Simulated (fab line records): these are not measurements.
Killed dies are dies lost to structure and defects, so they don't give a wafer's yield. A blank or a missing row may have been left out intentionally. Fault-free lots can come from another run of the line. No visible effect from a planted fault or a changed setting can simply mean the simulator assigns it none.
Problem report, 8D (eight disciplines) form, completed by code || flow sky130 || the parts of the form that need people (team, actions taken, sign-off) are left out

## 1. THE PROBLEM
killed_at_front_end at SKY_PAD_OPEN_PROBE_99 reads a mean of 50 on 2 wafers of 2 lots; wafers without a fault read 16 with a standard deviation of 4.5. That is +7.4 standard deviations from the usual mean.
Earliest sighting: wafer L153.5 on prober-02 at day 48 09:44. At this step, 6 wafers from 2 lots have a number in the record. Rule for "out", or "out of limits": more than 4 standard deviations from the usual mean. The other wafers with a number count as sound.

## 2. WHAT THIS IS AND IS NOT
{"question": "which readings at this step", "is": "killed_at_front_end", "is not": "killed_at_M0_to_M3, killed_at_M4_up, killed_at_contacts, killed_at_other, killed_open, killed_short"}
{"question": "which lots", "is": "L153, L155", "is not": "-"}
{"question": "which wafers of those lots", "is": "L153.5, L155.5", "is not": "L153.3, L153.4, L155.4, L155.6"}
{"question": "read on which tools", "is": "prober-02", "is not": "-"}
{"question": "when", "is": "from day 48 09:44", "is not": "up to then (2 sound wafers); but 2 sound wafers of L155 came after"}

## 3. SUSPECTS, AND WHAT RULES EACH OUT
Counting: a tool at a process step up to the reading stays a suspect if it ran every lot that is out. Sound lots after the first of them don't rule it out here, since some wafers of a struck lot are sound.
- rie_diel-02 at SKY_POLY_CUT_ETCH_10 (etches BARC in N2/H2, stops on SiO2, time 45.9 s, target depth 60 nm): kept. It ran every lot that is out, first L153 (day 27 23:19).
- prober-02 at SKY_PAD_OPEN_PROBE_99: kept. It ran every lot that is out, first L153 (day 48 09:38). Its own killed_at_front_end readings are out on those wafers.
- In rie_diel-02 at SKY_POLY_CUT_ETCH_10, the wafers that are out were processed in chamber 2 and their sound lot-mates in chambers 0, 1.
The count leaves prober-02 at SKY_PAD_OPEN_PROBE_99 and rie_diel-02 at SKY_POLY_CUT_ETCH_10.

## 4. THE CAUSE (what the simulator had put in)
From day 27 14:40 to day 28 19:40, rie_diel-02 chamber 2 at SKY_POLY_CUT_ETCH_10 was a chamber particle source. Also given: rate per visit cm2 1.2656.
Of the 2 suspects that counting leaves, this tool is one.

## 5. SEQUENCE OF EFFECTS, ordered by route
One row per reading whose mean, taken over the struck wafers that have a number, lies over 3 standard deviations from the usual. Readings are gone through only where the record gives a usual standard deviation; hours: the median, over the lots, of the time from a lot's start at the first step in this table giving one to that lot's start at this step; sigmas: the change measured in usual standard deviations.
{"hours": 0, "step": "SKY_PAD_OPEN_PROBE_99", "reading": "killed_at_front_end", "usual": 16, "on struck wafers": 50, "change": "+34", "sigmas": "+7.4"}
Here are the process steps it includes:
- SKY_PAD_OPEN_PROBE_99

## 6. WHAT WOULD HAVE CAUGHT IT SOONER
In this record the first reading out of limits was taken at day 48 09:44, 499 hours after the fault began at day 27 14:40.
No tool reading at SKY_POLY_CUT_ETCH_10 that has a usual standard deviation in the record was out on any struck wafer, so an alarm limit of 4 standard deviations on those readings would not have fired.
Lots out: 2; all had begun SKY_POLY_CUT_ETCH_10 on rie_diel-02 by day 48 09:44. Had the tool been put on hold then, not one of them would have been saved.
